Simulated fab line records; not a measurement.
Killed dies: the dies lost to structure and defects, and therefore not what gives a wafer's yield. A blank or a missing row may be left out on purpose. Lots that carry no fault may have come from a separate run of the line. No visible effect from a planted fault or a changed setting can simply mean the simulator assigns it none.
Matching of chambers	flow gf180mcu	GF_V3_CMP_26 on cmp-01: 4 sister chambers
The step polishes, stops on SiO2, t overpolish 15 s, target thk 0 nm. 16 wafers are shown with their chamber, then 8 later ones without.

## EACH WAFER AND ITS CHAMBER
wafer	chamber	motor-current-A (A)	time-to-endpoint-s (s)	overpolish-run-s (s)
L336.2	1	9.3	79	15.003
L336.3	0	10.6	86	15.007
L336.5	1	9.0	80	15.008
L338.1	0	10.2	84	14.999
L338.2	3	11.0	76	14.996
L338.4	2	10.1	87	14.987
L339.1	3	11.0	84	15.007
L339.2	2	10.1	89	14.996
L339.6	3	11.0	78	15.005
L343.2	3	10.6	84	14.996
L343.4	0	10.6	93	15.017
L343.6	2	10.3	91	15.012
L344.2	1	9.5	87	14.994
L344.4	3	11.1	82	15.030
L344.5	3	10.8	87	14.983
L346.2	0	10.2	94	15.012

SIGNATURES (averages over the wafers above)
reading	chamber 0	chamber 1	chamber 2	chamber 3	scatter within a chamber
motor-current-A	10.400	9.267	10.167	10.917	0.2
time-to-endpoint-s	89.25	82.00	89.00	81.83	4.14
overpolish-run-s	15.00875	15.00167	14.99833	15.00283	0.0124
Rule: a wafer's distance from a chamber is the root of the sum, over the readings, of the square of ((its reading less the chamber's mean) divided by the reading's scatter). If the next closest chamber is less than 2 further off than the closest, the wafer can't be placed; otherwise it belongs to the closest. The scatter: take each reading less its chamber's mean, square it, sum over the shown wafers, divide by the number of wafers less the number of chambers, and take the root.

## WAFERS WHOSE CHAMBER IS MISSING
wafer	motor-current-A (A)	time-to-endpoint-s (s)	overpolish-run-s (s)
L346.4	10.1	89	15.015
L346.5	10.5	84	14.996
L354.1	9.9	89	15.006
L354.3	8.9	90	14.993
L354.6	10.1	90	14.998
L356.1	10.5	90	14.996
L356.4	8.8	86	15.004
L356.6	11.3	86	15.007

## CHAMBER TAKEN BY EACH
wafer	from the rows above	in truth
L346.4	can't be placed: 2 or 0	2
L346.5	can't be placed: 0 or 2 or 3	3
L354.1	can't be placed: 2 or 0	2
L354.3	1	1
L354.6	can't be placed: 2 or 0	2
L356.1	can't be placed: 0 or 2 or 3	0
L356.4	1	1
L356.6	3	3
Correct placement for 3 of the 8. Not placeable from these rows: 5 (in 5, the candidates include the true chamber). Placed wrongly: 0.
